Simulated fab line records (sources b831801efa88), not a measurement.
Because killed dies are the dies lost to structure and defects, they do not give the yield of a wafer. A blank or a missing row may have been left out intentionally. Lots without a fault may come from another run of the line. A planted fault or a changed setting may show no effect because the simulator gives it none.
What tool caused it?    flow gf180mcu    Sampling: 13 lots, 39 wafers, 4 of 602 route steps

WHAT THE GAUGES READ, wafer by wafer
GF_TOP_METAL_CD_MEAS_14: the cd target is 440 nm. Usual: cd nm at 440.8 nm, with a standard deviation of 2.9.
lot   measured      on         cd nm (nm)         flag
L876  day 28 08:08  cd sem-01  442.0 442.6 444.0  
L877  day 28 09:18  cd sem-02  442.5 441.8 443.8  
L878  day 28 20:00  cd sem-02  444.1 444.7 441.6  
L880  day 29 07:10  cd sem-01  446.5 444.3 445.6  
L881  day 29 15:21  cd sem-02  443.3 442.7 442.1  
L883  day 30 09:10  cd sem-02  439.3 441.5 439.1  
L884  day 30 20:30  cd sem-01  439.8 441.3 438.6  
L886  day 31 03:34  cd sem-02  441.2 438.6 441.8  
L890  day 32 09:19  cd sem-02  439.7 440.2 438.6  
L892  day 32 20:07  cd sem-02  440.7 439.8 438.9  
L896  day 33 15:45  cd sem-01  439.5 439.3 440.8  
L897  day 33 20:21  cd sem-02  438.9 440.5 440.6  
L899  day 34 05:39  cd sem-01  438.0 436.5 435.9  

GF_PASSIVATION_THK_MEAS_01. Usual: PASSIVATION_CVD_00_THK typically reads 1001 nm, with standard deviation 11.
lot   measured      on             PASSIVATION_CVD_00_THK (nm)  flag
L876  day 28 09:05  film metro-02  1008 1017 1012               
L877  day 28 10:19  film metro-02  987 978 1007                 
L878  day 28 20:57  film metro-02  989 997 1011                 
L880  day 29 08:07  film metro-03  1008 1006 1006               
L881  day 29 16:18  film metro-01  1001 984 1007                
L883  day 30 10:08  film metro-02  990 1011 1013                
L884  day 30 21:26  film metro-02  1005 1001 1021               
L886  day 31 04:28  film metro-03  1015 996 1009                
L890  day 32 10:16  film metro-01  1000 1010 999                
L892  day 32 21:05  film metro-02  996 983 1006                 
L896  day 33 16:44  film metro-02  991 1000 1005                
L897  day 33 21:18  film metro-02  987 1008 999                 
L899  day 34 06:35  film metro-02  969 985 975                  

EACH LOT AND THE TOOL THAT RAN IT (in order: tool; ch and the chambers of the sampled wafers; start)
lot   GF_V1_ETCH_17                       GF_V4_ETCH_17
L876  rie diel-03 ch 1,2, day 18 09:00    rie diel-01 ch 1,2, day 28 08:08 or earlier
L877  rie diel-04 ch 0,2, day 18 13:00    rie diel-02 ch 0,1,2, day 28 09:18 or earlier
L878  rie diel-01 ch 0,1,3, day 19 01:00  rie diel-02 ch 0,1,3, day 28 20:00 or earlier
L880  rie diel-01 ch 1,3, day 19 15:00    rie diel-04 ch 0,3, day 29 07:10 or earlier
L881  rie diel-01 ch 0,1,3, day 20 01:00  rie diel-02 ch 0,1,3, day 29 15:21 or earlier
L883  rie diel-03 ch 1,3, day 21 00:00    rie diel-01 ch 1,2, day 30 09:10 or earlier
L884  rie diel-03 ch 1,2,3, day 21 12:00  rie diel-04 ch 0,1,3, day 30 20:30 or earlier
L886  rie diel-01 ch 0,3, day 21 23:00    rie diel-04 ch 2,3, day 31 03:34 or earlier
L890  rie diel-03 ch 1,2,3, day 23 13:00  rie diel-02 ch 1,2,3, day 32 09:19 or earlier
L892  rie diel-03 ch 1,2, day 24 06:00    rie diel-04 ch 1,3, day 32 20:07 or earlier
L896  rie diel-04 ch 0,2,3, day 25 07:00  rie diel-02 ch 0,1,3, day 33 15:45 or earlier
L897  rie diel-04 ch 0,1,3, day 25 12:00  rie diel-01 ch 0,1,3, day 33 20:21 or earlier
L899  rie diel-01 ch 0,2,3, day 26 02:00  rie diel-01 ch 0,1,2, day 34 05:39 or earlier
- GF_V1_ETCH_17: etches SiO2 in C4F8/O2/Ar, stops on TiN, target depth 630 nm.
- GF_V4_ETCH_17: etches SiO2 in C4F8/O2/Ar, stops on TiN, target depth 630 nm.

AS READ BY THE TOOLS THEMSELVES (means over the sampled wafers that have a number; for cases with no such wafer, the mark the record gives instead)
GF_V1_ETCH_17. Usual: oes product au at 0.856 a.u., with a standard deviation of 0.0047.
lot   tool         oes product au (a.u.)  flag
L876  rie diel-03  0.860                  
L877  rie diel-04  0.852                  
L878  rie diel-01  0.854                  
L880  rie diel-01  0.855                  
L881  rie diel-01  0.858                  
L883  rie diel-03  0.854                  
L884  rie diel-03  0.858                  
L886  rie diel-01  0.857                  
L890  rie diel-03  0.860                  
L892  rie diel-03  0.856                  
L896  rie diel-04  0.858                  
L897  rie diel-04  0.854                  
L899  rie diel-01  0.857                  

GF_V4_ETCH_17. Usual: oes product au at 0.855 a.u., with a standard deviation of 0.0051.
lot   tool         oes product au (a.u.)  flag
L876  rie diel-01  0.859                  
L877  rie diel-02  0.851                  
L878  rie diel-02  0.854                  
L880  rie diel-04  0.854                  
L881  rie diel-02  0.853                  
L883  rie diel-01  0.856                  
L884  rie diel-04  0.861                  
L886  rie diel-04  0.853                  
L890  rie diel-02  0.856                  
L892  rie diel-04  0.850                  
L896  rie diel-02  0.853                  
L897  rie diel-01  0.856                  
L899  rie diel-01  0.861                  

THE ANSWER, worked out from the rows above alone
Rule: a lot is off if the mean of its wafers that have a number lies more than 3 standard deviations from the usual mean. Also off: a lot with no number at a reading for which 4 or more lots have one. Any other lot the step has rows for is counted as sound. The gauges are gone through in route order, then the tools' own readings, and for those a lot's mean is taken as printed above. The first step at which some lot is off is used, and at that step the reading that is off furthest; a lot without a number counts as furthest.
No lot is off on any of the readings shown, so nothing can be concluded from this.

WHAT HAD BEEN PUT IN BY THE SIMULATOR
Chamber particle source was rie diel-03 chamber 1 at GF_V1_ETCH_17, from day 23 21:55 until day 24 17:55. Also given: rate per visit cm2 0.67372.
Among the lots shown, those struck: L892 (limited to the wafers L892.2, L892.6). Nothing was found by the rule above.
